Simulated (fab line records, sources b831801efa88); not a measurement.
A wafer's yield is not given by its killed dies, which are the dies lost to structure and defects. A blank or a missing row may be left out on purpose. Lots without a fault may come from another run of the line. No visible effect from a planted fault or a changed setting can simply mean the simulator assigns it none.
Code-filled problem report in 8D (eight disciplines) form	flow gf180mcu	the parts of the form that need people (team, actions taken, sign-off) are left out

## 1. WHAT IS WRONG
Mean LVPWELL_RS at GF_VT_IMPLANT_RS_MEAS_48: 1229.2 ohm/sq over 6 wafers in 2 lots; fault-free wafers: 1196.6 ohm/sq, standard deviation 2.9. That is +11 standard deviations from the usual mean.
The step: measures by four-point-probe.
Earliest sighting: wafer L821.1 on film_metro-01 at day 10 23:28. The record holds 39 wafers of 13 lots with a number at this step. Rule for "out", or "out of limits": more than 4 standard deviations from the usual mean. Any other wafer with a number is counted as sound.

## 2. WHAT IT IS; WHAT IT IS NOT
question	is	is not
which readings at this step	LVPWELL_RS	-
which lots	L821, L824	L809, L810, L811, L812, L813, L814, L815, L825, L826, L827, L831
which wafers of those lots	all that have a number	-
read on which gauges	film_metro-01	film_metro-02, film_metro-03
when	from day 10 23:28	up to then (21 sound wafers); but 12 sound wafers of L825, L826, L827, L831 came after

## 3. THE SUSPECTS, EACH WITH WHAT RULES IT OUT
Counting: a tool stays on the suspect list if, at a process step up to the reading, it processed all lots that are out and no sound lot following the first of them.
- the gauge at GF_VT_IMPLANT_RS_MEAS_48 has been ruled out. All the wafers that are out were read on film_metro-01, but those of them that GF_LVPWELL_IMPLANT_08 has rows for are out there too, on other tools.
- implanter-03 at GF_LVPWELL_IMPLANT_08: kept. All lots that are out passed through it, beginning with L821 at day 6 18:00, and no sound lot followed; its final sound lot before that point was L815 at day 5 11:21. Its own readings are out on those wafers: beam_energy_keV.
Left after counting: implanter-03 at GF_LVPWELL_IMPLANT_08.

## 4. THE CAUSE (what the simulator had put in)
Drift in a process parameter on implanter-03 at GF_LVPWELL_IMPLANT_08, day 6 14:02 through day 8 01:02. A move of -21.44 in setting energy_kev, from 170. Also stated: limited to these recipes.
After counting, this tool was the only one left.

## 5. THE EFFECT CHAIN, in route order
One row per reading whose mean, taken over the struck wafers that have a number, lies over 3 standard deviations from the usual. Only readings whose record carries a usual standard deviation are examined. hours: median over the lots of the time between each lot's start at the first step of this table that gives one and its start at this step. sigmas: the change, counted in usual standard deviations.
hours	step	reading	usual	on struck wafers	change	sigmas
0	GF_LVPWELL_IMPLANT_08	beam_energy_keV	169.99	148.58	-21.41	-99 or more
104	GF_VT_IMPLANT_RS_MEAS_48	LVPWELL_RS	1196.6 ohm/sq	1229.2	+32.6	+11
Process steps it contains:
- GF_LVPWELL_IMPLANT_08
Later steps that measure or inspect, where all struck wafers having a row at the step show a number for every such reading and not one has moved that far: GF_POLY_GATE_CD_MEAS_10.

## 6. HOW IT WOULD HAVE BEEN CAUGHT EARLIER
105 hours passed between the start of the fault at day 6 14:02 and the first reading out of limits at a measuring or inspecting step in this record, taken at day 10 23:28.
Tool's own readings at GF_LVPWELL_IMPLANT_08, beam_energy_keV: out on all struck wafers the step has rows for; an alarm limit on them would have tripped on the first.
By day 10 23:28 the whole set of lots that are out, 2 in number, had already begun GF_LVPWELL_IMPLANT_08 on implanter-03. Had the tool been put on hold then, not one of them would have been saved.
